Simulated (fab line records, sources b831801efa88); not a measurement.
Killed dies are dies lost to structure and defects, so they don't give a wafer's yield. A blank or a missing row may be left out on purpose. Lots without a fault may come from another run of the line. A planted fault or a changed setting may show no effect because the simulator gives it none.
fab line records | flow sfq_line
record lots=6 wafers=18 last_day=77
route steps=325 shown M0@32 I0@43
lots that met no fault: from a run of the same line without faults
start_h: hours from the record's first day to the start of the lot's first wafer shown | wait_h: hours since the lot's step before | " the same as in the row above | L1.1+2: a row that stands for several wafers | - no value, or no start given | * or withheld: withheld | < > ~ a bound
route shown NAME@n: a module of which the file shows steps, and the number in the route of the first | usual: mean/standard deviation of fault-free wafers | same: alike in all rows | chamber/n: place in a boat | sites: the reading at each site | _std_site: their standard deviation | _edge_site: outer sites' mean less inner sites' | radius_mm: how far each site lies from the wafer's centre | mask NAME#n: copy n | behind: the tool/chamber that last shaped the wafer | hold: why the lot was held/for how many hours/how that ended | device: the transistor (n, p or np) that didn't switch | end of line: the same wafers' tests at the end of the route | a step without rows: its recipe alone | killed: dies lost to structure and defects at the first sort, not the wafer's yield | map: a wafer's dies, x killed, . not, _ none there
set.NAME: the setting as run; set.NAME@STEP: as run at that earlier step | model.NAME: the simulator's own value behind a step, which no gauge read
lots at some steps of the route; a table a step, a row a wafer
services: from which hour (start_h, from the record's first day; less than 0 if before it) a tool's chamber was out of use, for how many hours, and why
## steps
# step SFQ_TRILAYER_M0_LITHO_COAT_026
# recipe resist=BARC spin_rpm=3000 resist_thk_nm=62
# step SFQ_TRILAYER_M0_LITHO_COAT_021
# recipe resist=KrF spin_rpm=3000 resist_thk_nm=600
# step SFQ_TRILAYER_M0_LITHO_SOFTBAKE_025
# recipe temp_c=withheld time_s=withheld resist=KrF
# step SFQ_TRILAYER_M0_LITHO_EXPOSE_022
# recipe mask_id=M0 na=0.6 source_shape=conventional sigma_outer=0.65 target_cd_nm=500 dose_mj=14.4
# step SFQ_TRILAYER_M0_LITHO_PEB_024
# recipe peb_temp_c=115 peb_time_s=60 resist=KrF
# step SFQ_TRILAYER_M0_LITHO_DEVELOP_023
# recipe time_s=60 resist=KrF
# step SFQ_M0_OVL_MEAS_906
# usual M0_OVL=-3/4.8
# columns lot.wafer tool chamber start_h wait_h M0_OVL[nm]
L619.1 overlay-02 - 166.20 0.1 0
L619.3 " - " " -5
L619.5 " - " " -2
L624.1 overlay-01 - 191.40 0.1 -10
L624.4 " - " " -4
L624.6 " - " " -11
L627.2 overlay-01 - 220.21 0.1 -8
L627.4 " - " " 0
L627.5 " - " " 0
L638.1 overlay-01 - 292.81 0.1 -6
L638.4 " - " " -8
L638.6 " - " " -5
L639.2 overlay-02 - 296.41 0.1 -6
L639.3 " - " " -4
L639.6 " - " " 1
L641.1 overlay-01 - 312.01 0.1 2
L641.3 " - " " 1
L641.4 " - " " 0
# step SFQ_TRILAYER_M0_BARC_OPEN_METAL_ETCH_031
# recipe mask_material=PR chemistry=O2 target_depth_nm=125 target=BARC icp_w=600 bias_w=80 pressure_mtorr=10 time_s=41.7
# usual drypump_motor_current_A=5.7/0.43 oes_product_au=0.685/0.0046
# columns lot.wafer tool chamber start_h wait_h drypump_motor_current_A oes_product_au rf_hours_counter_h
L619.1 rie_metal-01 1 166.24 0.0 5.8 0.682 6
L619.3 " 1 " " 5.9 0.691 -
L619.5 " 0 " " 5.0 0.679 -
L624.1 rie_metal-02 1 191.44 0.0 5.6 0.691 12
L624.4 " 1 " " 5.6 0.681 -
L624.6 " 1 " " 5.6 0.681 -
L627.2 rie_metal-01 0 220.24 0.0 5.0 0.683 33
L627.4 " 1 " " 5.8 0.676 -
L627.5 " 0 " " 5.0 0.686 -
L638.1 rie_metal-04 1 292.84 0.0 5.8 0.686 95
L638.4 " 0 " " 6.0 0.685 -
L638.6 " 1 " " 5.8 0.689 -
L639.2 rie_metal-02 1 296.44 0.0 5.6 0.685 33
L639.3 " 1 " " 5.6 0.690 -
L639.6 " 0 " " 6.3 0.683 -
L641.1 rie_metal-01 1 312.04 0.0 5.8 0.688 30
L641.3 " 1 " " 5.8 0.695 -
L641.4 " 0 " " 5.0 0.692 -
# step SFQ_TRILAYER_M0_ETCH_METAL_ETCH_024
# recipe target=Nb stop_on=SiO2 mask_material=PR chemistry=Cl2/Ar target_depth_nm=240 icp_w=600 bias_w=80 pressure_mtorr=10 time_s=120
# usual drypump_motor_current_A=5.7/0.42 oes_product_au=0.895/0.0083
# columns lot.wafer tool chamber start_h wait_h drypump_motor_current_A oes_product_au rf_hours_counter_h
L619.1 rie_metal-01 1 166.30 0.0 5.8 0.894 6
L619.3 " 1 " " 5.8 0.895 -
L619.5 " 0 " " 5.0 0.899 -
L624.1 rie_metal-02 1 191.56 0.1 5.6 0.890 12
L624.4 " 1 " " 5.6 0.910 -
L624.6 " 1 " " 5.6 0.907 -
L627.2 rie_metal-01 0 220.30 0.0 5.0 0.898 33
L627.4 " 1 " " 5.8 0.902 -
L627.5 " 0 " " 5.0 0.902 -
L638.1 rie_metal-04 1 292.90 0.0 5.8 0.904 95
L638.4 " 0 " " 6.0 0.899 -
L638.6 " 1 " " 5.8 0.906 -
L639.2 rie_metal-02 1 296.50 0.0 5.6 0.889 33
L639.3 " 1 " " 5.6 0.898 -
L639.6 " 0 " " 6.3 0.887 -
L641.1 rie_metal-01 1 312.10 0.0 5.9 0.905 30
L641.3 " 1 " " 5.8 0.879 -
L641.4 " 0 " " 5.0 0.900 -
# step SFQ_TRILAYER_M0_STRIP_STRIP_025
# recipe gas=O2 power_w=200 platen_temp_c=40 overash_fraction=0.65 chemistry=O2 pressure_mtorr=50
# usual drypump_motor_current_A=5.7/0.42 oes_product_au=1.002/0.012
# columns lot.wafer tool chamber start_h wait_h drypump_motor_current_A oes_product_au rf_hours_counter_h
L619.1 rie_metal-01 1 166.42 0.1 5.8 1.014 6
L619.3 " 1 " " 5.9 1.019 -
L619.5 " 0 " " 5.0 1.011 -
L624.1 rie_metal-02 1 191.81 0.2 5.6 0.971 12
L624.4 " 1 " " 5.6 0.978 -
L624.6 " 1 " " 5.6 0.978 -
L627.2 rie_metal-01 0 220.42 0.1 5.0 1.002 34
L627.4 " 1 " " 5.8 1.002 -
L627.5 " 0 " " 5.0 1.008 -
L638.1 rie_metal-04 1 293.03 0.1 5.8 0.992 95
L638.4 " 0 " " 6.0 1.007 -
L638.6 " 1 " " 5.9 0.992 -
L639.2 rie_metal-02 1 296.63 0.1 5.6 0.988 33
L639.3 " 1 " " 5.6 0.994 -
L639.6 " 0 " " 6.4 1.000 -
L641.1 rie_metal-01 1 312.23 0.1 5.8 0.987 31
L641.3 " 1 " " 5.8 0.991 -
L641.4 " 0 " " 5.0 1.009 -
# step SFQ_TRILAYER_M0_STRIP_SOLV_CLEAN_026
# recipe chemistry=NMP temp_c=70 time_s=600
# step SFQ_TRILAYER_I0_DEP_PECVD_027
# recipe material=SiO2 temp_c=150 time_s=111.11 pressure_torr=2.4 rf_w=183.3 precursor=SiH4/N2O target_thk_nm=500
# usual chamber_pressure_Torr=2.400/0.0053 heater_power_w=83/9.1 run_length_s=139.2/0.65 throttle_valve_pct=24.2/0.97
# columns lot.wafer tool chamber start_h wait_h chamber_pressure_Torr heater_power_w run_length_s throttle_valve_pct model.SiO2_of_TRILAYER_I0_DEP_PECVD_027.thk_nm
L619.1 pecvd-01 2 167.20 0.0 2.393 89 138.7 23.5 503.8
L619.3 " 1 " " 2.402 89 139.5 25.0 503.7
L619.5 " 0 " " 2.400 82 139.0 24.7 503.3
L624.1 pecvd-03 2 193.18 0.0 2.405 77 139.0 23.7 492.5
L624.4 " 2 " " 2.403 78 139.2 23.9 501.4
L624.6 " 0 " " 2.406 95 139.9 24.5 503.3
L627.2 pecvd-04 2 221.23 0.0 2.402 91 139.7 22.1 493.8
L627.4 " 0 " " 2.397 72 138.2 22.5 490.9
L627.5 " 2 " " 2.396 91 139.7 22.1 504.4
L638.1 pecvd-01 0 293.80 0.0 2.401 78 155.6 25.1 560.9
L638.4 " 1 " " 2.402 94 139.5 25.4 502.8
L638.6 " 0 " " 2.395 79 138.6 25.3 491.3
L639.2 pecvd-01 2 297.40 0.0 2.401 91 155.3 23.4 568.8
L639.3 " 1 " " 2.405 82 139.6 25.6 498.5
L639.6 " 0 " " 2.402 83 138.9 25.0 498
L641.1 pecvd-03 0 313.02 0.0 2.390 99 140.5 24.9 496.5
L641.3 " 1 " " 2.400 91 139.1 23.9 492.1
L641.4 " 1 " " 2.404 73 139.1 24.1 507.4
# step SFQ_TRILAYER_I0_CMP_CMP_028
# recipe material=SiO2 down_force_psi=3 platen_rpm=60 pad_velocity_m_s=0.94248
# usual motor_current_A=9.8/0.74 time_to_endpoint_s=216/8.2
# columns lot.wafer tool chamber start_h wait_h motor_current_A time_to_endpoint_s
L619.1 cmp-02 0 171.89 4.7 9.6 221
L619.3 " 1 " " 9.0 210
L619.5 " 0 173.89 6.6 9.6 221
L624.1 cmp-02 1 194.24 1.0 8.4 203
L624.4 " 0 195.74 2.5 9.9 227
L624.6 " 1 " " 8.8 214
L627.4 cmp-01 2 221.31 0.0 9.9 218
L627.2 " 1 222.81 1.5 9.4 200
L627.5 " 2 " " 9.9 229
L638.1 cmp-02 0 301.06 7.2 9.6 265
L638.4 " 2 302.06 8.2 10.3 223
L638.6 " 0 303.06 9.2 9.7 213
L639.3 cmp-01 2 302.63 5.2 9.9 231
L639.2 " 1 304.13 6.7 9.7 261
L639.6 " 2 " " 9.5 226
L641.3 cmp-01 2 317.63 4.6 9.5 206
L641.1 " 0 318.63 5.6 9.8 208
L641.4 " 1 " " 9.9 210
# step SFQ_I0_BOW_MEAS_907
# recipe mode=bow
# usual I0_BOW=0/7.3
# columns lot.wafer tool chamber start_h wait_h I0_BOW[um]
L619.1 film_metro-01 - 174.39 2.0 9
L619.3 " - " " 8
L619.5 " - " " 0
L624.1 film_metro-01 - 197.24 2.5 7
L624.4 " - " " 7
L624.6 " - " " 0
L627.2 film_metro-02 - 224.33 1.0 4
L627.4 " - " " 3
L627.5 " - " " 4
L638.1 film_metro-02 - 304.06 2.5 4
L638.4 " - " " 13
L638.6 " - " " 2
L639.2 film_metro-04 - 305.65 1.0 5
L639.3 " - " " 7
L639.6 " - " " -2
L641.1 film_metro-02 - 320.63 1.5 -5
L641.3 " - " " 8
L641.4 " - " " -2
## services
# columns tool chamber start_h hours kind
pecvd-03 2 151.21 5.5 repair
cmp-01 - 158.91 4.6 pm
pecvd-01 - 162.98 0.9 repair
pecvd-01 - 173.21 5.5 pm
rie_metal-02 0 189.82 - clean
rie_metal-02 0 189.82 14.6 scheduled_down
rie_metal-02 0 189.82 14.6 vent_cycle
pecvd-04 - 194.25 14.0 pm
pecvd-04 0 194.25 14.0 vent_cycle
pecvd-04 1 194.25 14.0 vent_cycle
pecvd-04 2 194.25 14.0 vent_cycle
rie_metal-04 - 196.31 0.7 repair
pecvd-04 0 208.25 - clean
cmp-01 - 210.11 1.1 repair
cmp-01 - 227.31 6.3 pm
rie_metal-02 - 231.02 1.4 pm
cmp-02 - 232.65 4.0 pm
cmp-02 - 236.65 - consumable_replace:conditioner
cmp-02 - 236.65 - consumable_replace:pad
rie_metal-01 - 249.43 1.4 repair
rie_metal-02 1 271.23 4.4 repair
cmp-02 - 278.34 10.5 pm
pecvd-04 - 293.66 14.6 pm
rie_metal-01 - 298.66 1.4 pm
## key
first_sign step=SFQ_TRILAYER_I0_DEP_PECVD_027 reading=run_length_s direction=up sigmas=25 usual=* struck=*
effect step=SFQ_TRILAYER_I0_CMP_CMP_028 reading=time_to_endpoint_s direction=up sigmas=5.7 usual=* struck=*
model_effect step=SFQ_TRILAYER_I0_DEP_PECVD_027 value=SiO2_of_TRILAYER_I0_DEP_PECVD_027.thk_nm without=489.8 struck=564.9
met_at SFQ_TRILAYER_I0_DEP_PECVD_027
struck_wafers L638.1,L639.2
onset_between 167.20 293.80
fault kind=process_parameter_drift tool=pecvd-01 chamber=- onset_h=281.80 steps=SFQ_TRILAYER_I0_DEP_PECVD_027 channel=time_s offset=* shape=step end_h=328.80 scope=struck_wafers_only acts_in=* stated=*
